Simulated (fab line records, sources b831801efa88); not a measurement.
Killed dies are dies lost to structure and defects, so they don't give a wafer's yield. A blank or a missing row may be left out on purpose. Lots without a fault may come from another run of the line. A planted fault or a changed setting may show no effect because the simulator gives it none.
A struck lot beside a sound one | flow sky130 | 17 steps out of a route of 708
Sound: wafers L113.1, L113.4, L113.5. Struck: wafers L121.1, L121.3, L121.6. The cause comes at the end.
At each step with rows: each side's tool, then ch and its chambers, then its first start. Under that, the readings that differ: sound wafers | struck wafers | difference of the means | sigmas: that difference in standard deviations of wafers without a fault.
alike: readings whose means differ by less than 2 such deviations, and words and numbers that are the same on both sides. not compared: withheld readings, readings that some wafer has no value for, bounds like >300 that may hide the same value, and numbers for which the record gives no deviation and whose values overlap.
The two part at a step that has a row with sigmas, a row that says differs or no value, or rows on one side only. Numbers that don't overlap but have no deviation are shown without sigmas and don't part them. A reading that every wafer of one side lacks parts them only if that side has two wafers or more.

SKY_LDD_P_OVL_MEAS_08:
  sound on overlay-02, day 23 02:41; struck on overlay-02, day 25 08:21
  alike: LDD_P_OVL
then, 1 step without rows for these wafers: SKY_LDD_P_IMPLANT_09.
SKY_LDD_P_STRIP_10: strips in O2/N2.
  sound on plasma_asher-04 ch 0, day 23 02:53; struck on plasma_asher-01 ch 0,1, day 25 08:32
  alike: drypump_motor_current_A, oes_product_au, strip_time_to_endpoint_s
  not compared: rf_hours_counter_h
SKY_LDD_P_TW_MEAS_11:
  sound on film_metro-02, day 23 02:59; struck on film_metro-02, day 25 08:38
  alike: LDD_P_TW
then, 7 steps without rows for these wafers: SKY_LDD_HVN_DEHYDRATE_00 (time 60 s); SKY_LDD_HVN_HMDS_01 (prime time 60 s); SKY_LDD_HVN_COAT_02 (resist thk 300 nm); SKY_LDD_HVN_SOFTBAKE_03 (time 60 s); SKY_LDD_HVN_EXPOSE_04 (exposes mask HVNTM, target cd 700 nm); SKY_LDD_HVN_PEB_05; SKY_LDD_HVN_DEVELOP_06 (develop time 60 s).
SKY_LDD_HVN_OVL_MEAS_07:
  sound on overlay-02, day 24 09:10; struck on overlay-02, day 26 13:04
  alike: LDD_HVN_OVL
SKY_LDD_HVN_IMPLANT_08:
  sound on implanter-01 ch 0, day 24 09:11; struck on implanter-04 ch 0, day 26 13:07
  reading                   | sound                | struck               | difference | sigmas
  beam_energy_keV           | 60.016 60.013 59.992 | 77.729 77.758 77.733 | +17.733    | +99 or more
  model.implant.rp_nm (nm)  | 57.62 57.62 57.62    | 73.88 73.88 73.88    | +16.26     |
  model.implant.drp_nm (nm) | 28.15 28.15 28.15    | 35.18 35.18 35.18    | +7.03      |
  alike: end_station_pressure_torr
SKY_LDD_HVN_STRIP_09: strips in O2/N2.
  sound on plasma_asher-01 ch 0,1, day 24 09:20; struck on plasma_asher-03 ch 0,1, day 26 13:16
  alike: drypump_motor_current_A, oes_product_au, strip_time_to_endpoint_s
  not compared: rf_hours_counter_h
SKY_LDD_HVN_TW_MEAS_10:
  sound on film_metro-02, day 24 09:26; struck on film_metro-01, day 26 13:22
  reading    | sound          | struck         | difference | sigmas
  LDD_HVN_TW | 1447 1440 1450 | 1539 1550 1546 | +99        | +11
then, 1 step without rows for these wafers: SKY_LDD_HVP_DEHYDRATE_00 (time 60 s).
-- the record jumps here: 24 days lie between the struck wafers' starts before and after (it left off in module LDD_HVP and takes up again in module PAD_OPEN, whose first step shown is number 708 of the route) --
SKY_PAD_OPEN_PROBE_99:
  sound on prober-01, day 48 19:38; struck on prober-01, day 50 07:26
  reading                                 | sound                | struck               | difference | sigmas
  model.etest.tip_n_5v.rs_ohm_sq          | 1356 1356 1375       | 1256 1245 1250       | -112       |
  model.etest.nfet_g5v0d10v5.r_on_ohm_um  | 1864 1871 1873       | 1816 1814 1819       | -53        |
  model.etest.nfet_g5v0d10v5.drive_ua_um  | 616.9 610.5 609.4    | 628.2 627.3 636.9    | +18.5      |
  model.etest.nfet_05v0_nvt.drive_ua_um   | 583.7 579.3 580.3    | 590.9 592.6 593.4    | +11.2      |
  model.etest.ring_5v.delay_ps            | 44.71 44.63 44.59    | 44.22 44.14 43.94    | -0.54      |
  model.etest.nfet_g5v0d10v5.vt_sat_v (V) | 0.7566 0.7624 0.7436 | 0.711 0.7057 0.7005  | -0.048     |
  model.etest.nfet_g5v0d10v5.vt_v (V)     | 0.8169 0.8219 0.8023 | 0.7889 0.7845 0.7746 | -0.0310    |
  alike: killed_at_M0_to_M3, killed_at_M4_up, killed_at_contacts, killed_at_front_end, killed_at_other, killed_dies, killed_on_rim, killed_open, killed_short
  not compared: model.etest.nfet_05v0_nvt.vt_sat_v

WHERE THEY PART
First at SKY_LDD_HVN_IMPLANT_08; last, within this record, at SKY_LDD_HVN_TW_MEAS_10. Later steps at which nothing parts them and some readings are alike: SKY_PAD_OPEN_PROBE_99.

WHY: what the simulator had put in
Process parameter drift: implanter-04, from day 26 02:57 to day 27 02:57, at SKY_LDD_HVN_IMPLANT_08. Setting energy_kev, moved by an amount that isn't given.
